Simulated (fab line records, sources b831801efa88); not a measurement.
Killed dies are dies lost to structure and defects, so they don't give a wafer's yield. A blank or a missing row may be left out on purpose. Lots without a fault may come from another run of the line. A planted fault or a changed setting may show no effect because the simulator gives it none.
Which tool did it? | flow sky130 | 7 lots, 21 wafers sampled, at 2 steps of a route of 708

WHAT THE GAUGES READ, wafer by wafer
SKY_VT_ADJUST_HVTP_TW_MEAS_11.
lot  | measured     | on            | VT_ADJUST_HVTP_TW
L615 | day 6 14:58  | film_metro-04 | 1361 1363 1356
L617 | day 7 04:44  | film_metro-01 | 1340 1343 1341
L620 | day 7 20:13  | film_metro-03 | 1691 1690 1705
L622 | day 8 11:47  | film_metro-03 | 1696 1681 1690
L631 | day 10 18:46 | film_metro-03 | 1346 1352 1346
L633 | day 11 03:36 | film_metro-03 | 1359 1354 1352
L636 | day 12 01:11 | film_metro-01 | 1340 1342 1347

WHICH TOOL RAN EACH LOT (tool, then ch and the chambers of the sampled wafers, then the start)
lot  | SKY_VT_ADJUST_HVTP_IMPLANT_09
L615 | implanter-04 ch 0, day 6 14:43
L617 | implanter-03 ch 0, day 7 04:29
L620 | implanter-03 ch 0, day 7 19:41
L622 | implanter-03 ch 0, day 8 11:14
L631 | implanter-04 ch 0, day 10 18:31
L633 | implanter-04 ch 0, day 11 03:19
L636 | implanter-03 ch 0, day 12 00:58
- SKY_VT_ADJUST_HVTP_IMPLANT_09

THE ANSWER, worked out from the rows above alone
Rule: what is usual is taken from the lots themselves. Put in order of their means at a reading, lots are off if they are a third of the lots or fewer, leave a main group of 4 or more, and stand apart from it by a gap of 3 or more times the standard deviation of the main group's means; of several such gaps the widest counts. A main group whose means are all the same, to the digits that the tables above print for the reading, isn't used. A lot without any number at a reading at which 4 lots or more have one is off too. The other lots that the step has rows for count as sound.
Off: L620, L622, at SKY_VT_ADJUST_HVTP_TW_MEAS_11 (VT_ADJUST_HVTP_TW). The main group: mean 1349, standard deviation 7.1.
A tool fits if, at a process step before that reading, it ran every lot that is off, and no sound lot after the first of them. The gauges at SKY_VT_ADJUST_HVTP_TW_MEAS_11 are tried like those tools. None of those tried fits.

WHAT THE SIMULATOR HAD PUT IN
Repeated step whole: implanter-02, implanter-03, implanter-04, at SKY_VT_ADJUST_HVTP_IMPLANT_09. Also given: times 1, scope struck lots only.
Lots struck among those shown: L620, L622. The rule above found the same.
